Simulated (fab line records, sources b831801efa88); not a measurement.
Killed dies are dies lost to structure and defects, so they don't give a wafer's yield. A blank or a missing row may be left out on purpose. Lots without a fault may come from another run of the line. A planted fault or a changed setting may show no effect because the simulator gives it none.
Chamber matching | flow gf180mcu | GF_V1_CMP_26 on cmp-02: 4 sister chambers
The step polishes, stops on SiO2, t overpolish 15 s, target thk 0 nm. 4 wafers are shown with their chamber, then 8 later ones without.

WAFERS WITH THEIR CHAMBER
wafer  | chamber | motor_current_A (A)
L615.1 | 3       | 10.5
L619.3 | 1       | 11.3
L619.4 | 2       | 12.1
L622.2 | 0       | 10.6

WAFERS WITHOUT THEIR CHAMBER
wafer  | motor_current_A (A)
L622.4 | 10.0
L622.6 | 11.3
L632.1 | 10.2
L632.2 | 10.8
L632.6 | 11.3
L634.1 | 12.3
L634.2 | 9.9
L634.6 | 10.4

WHICH CHAMBER EACH WENT THROUGH
wafer  | from the rows above          | in truth
L622.4 | can't be placed: 3 or 0      | 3
L622.6 | 1                            | 1
L632.1 | can't be placed: 3 or 0      | 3
L632.2 | can't be placed: 0 or 3 or 1 | 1
L632.6 | 1                            | 1
L634.1 | 2                            | 2
L634.2 | can't be placed: 3 or 0      | 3
L634.6 | can't be placed: 3 or 0      | 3
Placed correctly: 3 of 8. Can't be placed from these rows: 5 (the true chamber is among the candidates in 5). Placed wrongly: 0.
How it was worked out, from the rows above alone: a wafer's distance from a chamber is the root of the sum, over the readings, of the square of ((its reading less the chamber's mean) divided by the reading's scatter). The wafer belongs to the nearest chamber; if the next one is less than 2 further off, it can't be placed. A chamber's mean is the mean of its shown wafers. The scatter: with one shown wafer a chamber, the root of the mean of the squares of how far each hidden wafer lies from its nearest shown one.
